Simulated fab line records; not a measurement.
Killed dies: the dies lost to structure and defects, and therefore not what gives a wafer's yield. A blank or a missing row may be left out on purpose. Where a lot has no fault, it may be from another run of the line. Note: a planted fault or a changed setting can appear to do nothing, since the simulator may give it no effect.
Chamber matching / flow sfqLine / SFQ_TRILAYER_I2_CMP_CMP_064 on cmp-01 has 4 sister chambers
The step polishes SiO2. 8 wafers are shown with their chamber, then 7 later ones without.

== WAFERS WITH THEIR CHAMBER ==
wafer=L922.6; chamber=1; motorCurrentA (A)=7.6; timeToEndpointS (s)=231
wafer=L924.6; chamber=3; motorCurrentA (A)=10.6; timeToEndpointS (s)=216
wafer=L925.2; chamber=2; motorCurrentA (A)=10.6; timeToEndpointS (s)=210
wafer=L925.3; chamber=3; motorCurrentA (A)=10.2; timeToEndpointS (s)=213
wafer=L925.5; chamber=1; motorCurrentA (A)=7.6; timeToEndpointS (s)=221
wafer=L928.2; chamber=0; motorCurrentA (A)=12.2; timeToEndpointS (s)=213
wafer=L928.1; chamber=2; motorCurrentA (A)=10.6; timeToEndpointS (s)=212
wafer=L928.6; chamber=0; motorCurrentA (A)=11.9; timeToEndpointS (s)=212

== WAFERS MISSING THEIR CHAMBER ==
wafer=L930.3; motorCurrentA (A)=11.7; timeToEndpointS (s)=206
wafer=L930.1; motorCurrentA (A)=10.4; timeToEndpointS (s)=206
wafer=L930.6; motorCurrentA (A)=7.7; timeToEndpointS (s)=221
wafer=L932.3; motorCurrentA (A)=7.5; timeToEndpointS (s)=226
wafer=L932.5; motorCurrentA (A)=10.3; timeToEndpointS (s)=213
wafer=L932.6; motorCurrentA (A)=10.2; timeToEndpointS (s)=224
wafer=L938.2; motorCurrentA (A)=10.2; timeToEndpointS (s)=205

== CHAMBER TAKEN BY EACH ==
wafer=L930.3; from the rows above=0; in truth=0
wafer=L930.1; from the rows above=can't be placed: 2 or 3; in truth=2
wafer=L930.6; from the rows above=1; in truth=1
wafer=L932.3; from the rows above=1; in truth=1
wafer=L932.5; from the rows above=can't be placed: 3 or 2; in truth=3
wafer=L932.6; from the rows above=can't be placed: 3 or 2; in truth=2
wafer=L938.2; from the rows above=can't be placed: 3 or 2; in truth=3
Correct placement for 3 of the 7. Unplaceable from these rows: 4, with the true chamber sitting among the candidates in 4. Wrongly placed: 0.
How it was worked out, from the rows above alone: a wafer's distance from a chamber is the root of the sum, over the readings, of the square of ((its reading less the chamber's mean) divided by the reading's scatter). If the next closest chamber is less than 2 further off than the closest, the wafer can't be placed; otherwise it belongs to the closest. The mean given for a chamber averages the wafers shown for that chamber. The scatter: the root of (the sum of the squares of (reading less its chamber's mean) over the shown wafers, divided by (wafers less chambers)).
